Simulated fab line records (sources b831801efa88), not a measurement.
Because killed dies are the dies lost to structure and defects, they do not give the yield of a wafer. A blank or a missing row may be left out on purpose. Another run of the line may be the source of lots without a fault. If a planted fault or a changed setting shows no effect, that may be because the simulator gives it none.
Which tool is to blame? || flow gf180mcu || 40 wafers from 14 lots sampled at 4 of the route's 602 steps

WHAT EACH GAUGE READ, for each wafer
GF_V5_THK_MEAS_25: measures by xrf. Usual: V5_W_THK gives 362 nm (standard deviation 6.1).
{"lot": "L615", "measured": "day 27 08:22", "on": "film_metro-04", "V5_W_THK (nm)": "363 362 360", "flag": ""}
{"lot": "L616", "measured": "day 27 14:04", "on": "film_metro-01", "V5_W_THK (nm)": "366 364 364", "flag": ""}
{"lot": "L617", "measured": "day 28 04:17", "on": "film_metro-04", "V5_W_THK (nm)": "355 356 353", "flag": ""}
{"lot": "L619", "measured": "day 28 23:22", "on": "film_metro-04", "V5_W_THK (nm)": "364 363 366", "flag": ""}
{"lot": "L622", "measured": "day 29 12:59", "on": "film_metro-01", "V5_W_THK (nm)": "372 370 370", "flag": ""}
{"lot": "L624", "measured": "day 30 05:02", "on": "film_metro-01", "V5_W_THK (nm)": "371 369 370", "flag": ""}
{"lot": "L625", "measured": "day 30 09:44", "on": "film_metro-03", "V5_W_THK (nm)": "361 362 361", "flag": ""}
{"lot": "L626", "measured": "day 30 16:32", "on": "film_metro-03", "V5_W_THK (nm)": "358 361 361", "flag": ""}
{"lot": "L628", "measured": "day 31 03:44", "on": "film_metro-01", "V5_W_THK (nm)": "363 370 367", "flag": ""}
{"lot": "L629", "measured": "day 31 08:10", "on": "film_metro-03", "V5_W_THK (nm)": "360 354 358", "flag": ""}
{"lot": "L630", "measured": "day 31 13:03", "on": "film_metro-01", "V5_W_THK (nm)": "373 369 372", "flag": ""}
{"lot": "L631", "measured": "day 32 00:39", "on": "film_metro-04", "V5_W_THK (nm)": "351 353 357", "flag": ""}
{"lot": "L634", "measured": "day 32 15:41", "on": "film_metro-01", "V5_W_THK (nm)": 369, "flag": ""}
{"lot": "L637", "measured": "day 33 10:04", "on": "film_metro-03", "V5_W_THK (nm)": "362 360 366", "flag": ""}

GF_TOP_METAL_OVL_MEAS_15. Usual: TOP_METAL_OVL gives 0.0 nm (standard deviation 1.1).
{"lot": "L615", "measured": "day 28 04:45", "on": "overlay-02", "TOP_METAL_OVL (nm)": "-0.1 -0.1 -1.4", "flag": ""}
{"lot": "L616", "measured": "day 28 10:24", "on": "overlay-02", "TOP_METAL_OVL (nm)": "0.3 1.7 1.0", "flag": ""}
{"lot": "L617", "measured": "day 29 00:11", "on": "overlay-01", "TOP_METAL_OVL (nm)": "1.1 0.8 1.3", "flag": ""}
{"lot": "L619", "measured": "day 29 18:59", "on": "overlay-02", "TOP_METAL_OVL (nm)": "-1.1 -0.7 -1.9", "flag": ""}
{"lot": "L622", "measured": "day 30 08:15", "on": "overlay-02", "TOP_METAL_OVL (nm)": "0.1 -0.5 -0.5", "flag": ""}
{"lot": "L624", "measured": "day 31 00:05", "on": "overlay-02", "TOP_METAL_OVL (nm)": "-0.6 -2.5 -0.3", "flag": ""}
{"lot": "L625", "measured": "day 31 04:05", "on": "overlay-01", "TOP_METAL_OVL (nm)": "-0.9 -0.5 -0.3", "flag": ""}
{"lot": "L626", "measured": "day 31 10:41", "on": "overlay-01", "TOP_METAL_OVL (nm)": "0.6 -0.8 1.0", "flag": ""}
{"lot": "L628", "measured": "day 31 21:35", "on": "overlay-02", "TOP_METAL_OVL (nm)": "1.7 -0.3 1.2", "flag": ""}
{"lot": "L629", "measured": "day 32 02:35", "on": "overlay-02", "TOP_METAL_OVL (nm)": "-1.1 -1.0 0.1", "flag": ""}
{"lot": "L630", "measured": "day 32 06:05", "on": "overlay-01", "TOP_METAL_OVL (nm)": "1.2 2.1 1.4", "flag": ""}
{"lot": "L631", "measured": "day 32 17:36", "on": "overlay-01", "TOP_METAL_OVL (nm)": "-0.9 -1.2 -0.2", "flag": ""}
{"lot": "L634", "measured": "day 33 08:09", "on": "overlay-02", "TOP_METAL_OVL (nm)": -0.6, "flag": ""}
{"lot": "L637", "measured": "day 34 01:50", "on": "overlay-01", "TOP_METAL_OVL (nm)": "-1.2 0.7 0.2", "flag": ""}

EACH LOT AND THE TOOL THAT RAN IT (in order: tool; ch and the chambers of the sampled wafers; start)
{"lot": "L615", "GF_V1_CMP_26": "cmp-01 ch 2,3, day 18 05:07", "GF_TOP_METAL_SPUTTER_02": "pvd_sputter-03, day 27 08:51"}
{"lot": "L616", "GF_V1_CMP_26": "cmp-01 ch 0,2,3, day 18 11:25", "GF_TOP_METAL_SPUTTER_02": "pvd_sputter-03, day 27 14:33"}
{"lot": "L617", "GF_V1_CMP_26": "cmp-02 ch 0,3, day 19 04:34", "GF_TOP_METAL_SPUTTER_02": "pvd_sputter-02, day 28 04:44"}
{"lot": "L619", "GF_V1_CMP_26": "cmp-01 ch 0,3, day 20 04:55", "GF_TOP_METAL_SPUTTER_02": "pvd_sputter-03, day 28 23:51"}
{"lot": "L622", "GF_V1_CMP_26": "cmp-02 ch 0,1,2, day 20 22:10", "GF_TOP_METAL_SPUTTER_02": "pvd_sputter-03, day 29 13:28"}
{"lot": "L624", "GF_V1_CMP_26": "cmp-01 ch 0,1, day 21 17:39", "GF_TOP_METAL_SPUTTER_02": "pvd_sputter-02, day 30 05:31"}
{"lot": "L625", "GF_V1_CMP_26": "cmp-01 ch 1,2,3, day 22 01:30", "GF_TOP_METAL_SPUTTER_02": "pvd_sputter-01, day 30 10:13"}
{"lot": "L626", "GF_V1_CMP_26": "cmp-02 ch 0,2,3, day 22 10:16", "GF_TOP_METAL_SPUTTER_02": "pvd_sputter-01, day 30 17:02"}
{"lot": "L628", "GF_V1_CMP_26": "cmp-02 ch 0,2, day 22 23:44", "GF_TOP_METAL_SPUTTER_02": "pvd_sputter-02, day 31 04:13"}
{"lot": "L629", "GF_V1_CMP_26": "cmp-01 ch 0,1,2, day 23 07:38", "GF_TOP_METAL_SPUTTER_02": "pvd_sputter-02, day 31 08:38"}
{"lot": "L630", "GF_V1_CMP_26": "cmp-01 ch 0,3, day 23 14:41", "GF_TOP_METAL_SPUTTER_02": "pvd_sputter-03, day 31 13:31"}
{"lot": "L631", "GF_V1_CMP_26": "cmp-01 ch 1,2,3, day 24 01:16", "GF_TOP_METAL_SPUTTER_02": "pvd_sputter-01, day 32 01:38"}
{"lot": "L634", "GF_V1_CMP_26": "cmp-01 ch 2, day 24 20:53", "GF_TOP_METAL_SPUTTER_02": "pvd_sputter-03, day 32 16:28"}
{"lot": "L637", "GF_V1_CMP_26": "cmp-02 ch 0,1,2, day 25 20:33", "GF_TOP_METAL_SPUTTER_02": "pvd_sputter-01, day 33 10:32"}
- GF_V1_CMP_26: polishes, stops on SiO2, t overpolish 15 s, target thk 0 nm.
- GF_TOP_METAL_SPUTTER_02: material AlCu, target thk 900 nm, time 47.82 s.

AS READ BY THE TOOLS THEMSELVES (means over the sampled wafers that have a number; for cases with no such wafer, the mark the record gives instead)
GF_V1_CMP_26. Usual: motor_current_A 11.3 A, standard deviation 1.1; overpolish_run_s 15.000 s, standard deviation 0.0092; platen_rpm 60.00 rpm, standard deviation 0.041; slurry_filter_dp_kPa 13.52 kPa, standard deviation 0.14; time_to_endpoint_s 83 s, standard deviation 5.3.
{"lot": "L615", "tool": "cmp-01", "motor_current_A (A)": 12.1, "overpolish_run_s (s)": 14.997, "platen_rpm (rpm)": 59.97, "slurry_filter_dp_kPa (kPa)": 13.50, "time_to_endpoint_s (s)": 76, "flag": ""}
{"lot": "L616", "tool": "cmp-01", "motor_current_A (A)": 11.7, "overpolish_run_s (s)": 15.016, "platen_rpm (rpm)": 59.97, "slurry_filter_dp_kPa (kPa)": 13.45, "time_to_endpoint_s (s)": 84, "flag": ""}
{"lot": "L617", "tool": "cmp-02", "motor_current_A (A)": 11.4, "overpolish_run_s (s)": 14.992, "platen_rpm (rpm)": 60.00, "slurry_filter_dp_kPa (kPa)": 13.53, "time_to_endpoint_s (s)": 87, "flag": ""}
{"lot": "L619", "tool": "cmp-01", "motor_current_A (A)": 10.9, "overpolish_run_s (s)": 14.995, "platen_rpm (rpm)": 59.94, "slurry_filter_dp_kPa (kPa)": 13.63, "time_to_endpoint_s (s)": 84, "flag": ""}
{"lot": "L622", "tool": "cmp-02", "motor_current_A (A)": 11.6, "overpolish_run_s (s)": 15.002, "platen_rpm (rpm)": 60.02, "slurry_filter_dp_kPa (kPa)": 13.50, "time_to_endpoint_s (s)": 88, "flag": ""}
{"lot": "L624", "tool": "cmp-01", "motor_current_A (A)": 10.8, "overpolish_run_s (s)": 15.003, "platen_rpm (rpm)": 59.99, "slurry_filter_dp_kPa (kPa)": 13.64, "time_to_endpoint_s (s)": 86, "flag": ""}
{"lot": "L625", "tool": "cmp-01", "motor_current_A (A)": 11.8, "overpolish_run_s (s)": 15.001, "platen_rpm (rpm)": 60.00, "slurry_filter_dp_kPa (kPa)": 13.40, "time_to_endpoint_s (s)": 77, "flag": ""}
{"lot": "L626", "tool": "cmp-02", "motor_current_A (A)": 10.4, "overpolish_run_s (s)": 14.994, "platen_rpm (rpm)": 60.01, "slurry_filter_dp_kPa (kPa)": 13.46, "time_to_endpoint_s (s)": 83, "flag": ""}
{"lot": "L628", "tool": "cmp-02", "motor_current_A (A)": 11.2, "overpolish_run_s (s)": 14.998, "platen_rpm (rpm)": 60.02, "slurry_filter_dp_kPa (kPa)": 13.44, "time_to_endpoint_s (s)": 87, "flag": ""}
{"lot": "L629", "tool": "cmp-01", "motor_current_A (A)": 11.5, "overpolish_run_s (s)": 15.000, "platen_rpm (rpm)": 60.02, "slurry_filter_dp_kPa (kPa)": 13.49, "time_to_endpoint_s (s)": 81, "flag": ""}
{"lot": "L630", "tool": "cmp-01", "motor_current_A (A)": 10.6, "overpolish_run_s (s)": 14.995, "platen_rpm (rpm)": 60.00, "slurry_filter_dp_kPa (kPa)": 13.51, "time_to_endpoint_s (s)": 82, "flag": ""}
{"lot": "L631", "tool": "cmp-01", "motor_current_A (A)": 12.0, "overpolish_run_s (s)": 14.998, "platen_rpm (rpm)": 60.04, "slurry_filter_dp_kPa (kPa)": 13.62, "time_to_endpoint_s (s)": 81, "flag": ""}
{"lot": "L634", "tool": "cmp-01", "motor_current_A (A)": 12.5, "overpolish_run_s (s)": 14.989, "platen_rpm (rpm)": 59.98, "slurry_filter_dp_kPa (kPa)": 13.65, "time_to_endpoint_s (s)": 80, "flag": ""}
{"lot": "L637", "tool": "cmp-02", "motor_current_A (A)": 11.7, "overpolish_run_s (s)": 15.012, "platen_rpm (rpm)": 59.98, "slurry_filter_dp_kPa (kPa)": 13.56, "time_to_endpoint_s (s)": 89, "flag": ""}

GF_TOP_METAL_SPUTTER_02. Usual: throttle_valve_pct 30.2 %, standard deviation 0.78.
{"lot": "L615", "tool": "pvd_sputter-03", "throttle_valve_pct (%)": 30.5, "flag": ""}
{"lot": "L616", "tool": "pvd_sputter-03", "throttle_valve_pct (%)": 30.2, "flag": ""}
{"lot": "L617", "tool": "pvd_sputter-02", "throttle_valve_pct (%)": 29.8, "flag": ""}
{"lot": "L619", "tool": "pvd_sputter-03", "throttle_valve_pct (%)": 30.6, "flag": ""}
{"lot": "L622", "tool": "pvd_sputter-03", "throttle_valve_pct (%)": 30.6, "flag": ""}
{"lot": "L624", "tool": "pvd_sputter-02", "throttle_valve_pct (%)": 29.6, "flag": ""}
{"lot": "L625", "tool": "pvd_sputter-01", "throttle_valve_pct (%)": 31.0, "flag": ""}
{"lot": "L626", "tool": "pvd_sputter-01", "throttle_valve_pct (%)": 30.9, "flag": ""}
{"lot": "L628", "tool": "pvd_sputter-02", "throttle_valve_pct (%)": 30.4, "flag": ""}
{"lot": "L629", "tool": "pvd_sputter-02", "throttle_valve_pct (%)": 29.7, "flag": ""}
{"lot": "L630", "tool": "pvd_sputter-03", "throttle_valve_pct (%)": 30.5, "flag": ""}
{"lot": "L631", "tool": "pvd_sputter-01", "throttle_valve_pct (%)": 30.9, "flag": ""}
{"lot": "L634", "tool": "pvd_sputter-03", "throttle_valve_pct (%)": 30.9, "flag": ""}
{"lot": "L637", "tool": "pvd_sputter-01", "throttle_valve_pct (%)": 30.2, "flag": ""}

THE ANSWER, worked out from the rows above alone
Rule: lot off if the mean of its wafers having a number is beyond 3 standard deviations from the usual mean. A lot without any number at a reading at which 4 lots or more have one is off too. Any other lot the step has rows for is counted as sound. The gauges are gone through in route order, then the tools' own readings, and for those a lot's mean is taken as printed above. The first step at which some lot is off is used, and at that step the reading that is off furthest; a lot without a number counts as furthest.
Across all readings shown, no lot is off: no conclusion can be drawn from this.

WHAT HAD BEEN PUT IN BY THE SIMULATOR
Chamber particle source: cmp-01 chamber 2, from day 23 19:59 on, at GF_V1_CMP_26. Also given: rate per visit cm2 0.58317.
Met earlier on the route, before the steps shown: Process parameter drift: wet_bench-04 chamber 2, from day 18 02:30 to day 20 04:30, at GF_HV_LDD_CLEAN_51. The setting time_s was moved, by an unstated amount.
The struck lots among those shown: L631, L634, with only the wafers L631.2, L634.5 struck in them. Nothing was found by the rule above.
